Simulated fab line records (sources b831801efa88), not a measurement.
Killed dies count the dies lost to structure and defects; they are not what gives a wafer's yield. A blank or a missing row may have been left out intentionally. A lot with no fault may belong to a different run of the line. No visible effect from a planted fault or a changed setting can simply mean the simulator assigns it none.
Code-filled problem report in 8D (eight disciplines) form || flow sky130 || the parts of the form that need people (team, actions taken, sign-off) are left out

1. THE ISSUE
NWELL_TW at SKY_NWELL_TW_MEAS_15 reads a mean of 2011 on 6 wafers of 2 lots; wafers without a fault read 1844 with a standard deviation of 19. Measured from the usual mean, that is +8.8 standard deviations.
First seen on wafer L445.2, day 7 00:31, on film-metro-04. The record has a number at this step for 36 wafers belonging to 12 lots. By rule, "out" or "out of limits" means more than 4 standard deviations away from the usual mean. All remaining wafers that have a number are taken as sound.

2. WHAT IT IS AND WHAT IT IS NOT
{"question": "which readings at this step", "is": "NWELL_TW", "is not": "-"}
{"question": "which lots", "is": "L445, L447", "is not": "L435, L436, L437, L438, L439, L449, L450, L456, L457, L458"}
{"question": "which wafers of those lots", "is": "all that have a number", "is not": "-"}
{"question": "read on which gauges", "is": "film-metro-02, film-metro-04", "is not": "film-metro-01"}
{"question": "when", "is": "from day 7 00:31", "is not": "up to then (15 sound wafers); but 15 sound wafers of L449, L450, L456, L457, L458 came after"}

3. SUSPECTS, AND WHAT RULES EACH OUT
Counting: a tool at any process step up to the reading remains a suspect when it ran all the lots that are out and ran no sound lot after the first of those.
- the gauge at SKY_NWELL_TW_MEAS_15 has been ruled out. The wafers that are out were read on 2 gauges (film-metro-02, film-metro-04).
- implanter-01 at SKY_NWELL_IMPLANT_11: kept. It ran every lot that is out, first L445 (day 6 23:59), and no sound lot after that. Its own readings are out on those wafers: dose-ions-cm2, faraday-current-uA.
Left after counting: implanter-01 at SKY_NWELL_IMPLANT_11.

4. THE CAUSE (what the simulator had put in)
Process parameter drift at SKY_NWELL_IMPLANT_11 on implanter-01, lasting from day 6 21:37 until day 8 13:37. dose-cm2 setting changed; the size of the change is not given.
After counting, this tool was the only one left.

5. SEQUENCE OF EFFECTS, ordered by route
Each row: a reading where the mean over the struck wafers with a number is more than 3 standard deviations away from the usual. Only readings for which the record gives a usual standard deviation are gone through. hours: the time from each lot's start at the first step in this table that gives one to its start at this step, as a median over the lots. sigmas: the change in usual standard deviations.
{"hours": 0, "step": "SKY_NWELL_IMPLANT_11", "reading": "beam-on-s", "usual": "10.01 s", "on struck wafers": 10.97, "change": "+0.96", "sigmas": "+4.6"}
{"hours": 0, "step": "SKY_NWELL_IMPLANT_11", "reading": "dose-ions-cm2", "usual": 1.8994e+13, "on struck wafers": 2.4758e+13, "change": "+5.7638e+12", "sigmas": "+99 or more"}
{"hours": 0, "step": "SKY_NWELL_IMPLANT_11", "reading": "faraday-current-uA", "usual": 107.1, "on struck wafers": 127.5, "change": "+20.5", "sigmas": "+9.3"}
{"hours": 1, "step": "SKY_NWELL_TW_MEAS_15", "reading": "NWELL_TW", "usual": 1844, "on struck wafers": 2011, "change": "+167", "sigmas": "+8.8"}
{"hours": 20, "step": "SKY_NWELL_RS_MEAS_29", "reading": "NWELL_RS", "usual": "623.5 ohm/sq", "on struck wafers": 540.9, "change": -82.6, "sigmas": -52}
Its process steps:
- SKY_NWELL_IMPLANT_11
At these later measuring or inspecting steps, every struck wafer for which the step has a row has a number for every such reading, and none has moved that far: SKY_VT_ADJUST_LVTN_OVL_MEAS_07, SKY_VT_ADJUST_NCORE_CD_MEAS_07.

6. WHAT WOULD HAVE CAUGHT IT SOONER
3 hours passed between the start of the fault at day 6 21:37 and the first reading out of limits at a measuring or inspecting step in this record, taken at day 7 00:31.
Tool's own readings at SKY_NWELL_IMPLANT_11, dose-ions-cm2, faraday-current-uA: out on all struck wafers the step has rows for; an alarm limit on them would have tripped on the first.
L447, from the lots that are out (2), started SKY_NWELL_IMPLANT_11 on implanter-01 later than day 7 00:31. A hold on the tool at that time would have spared it.
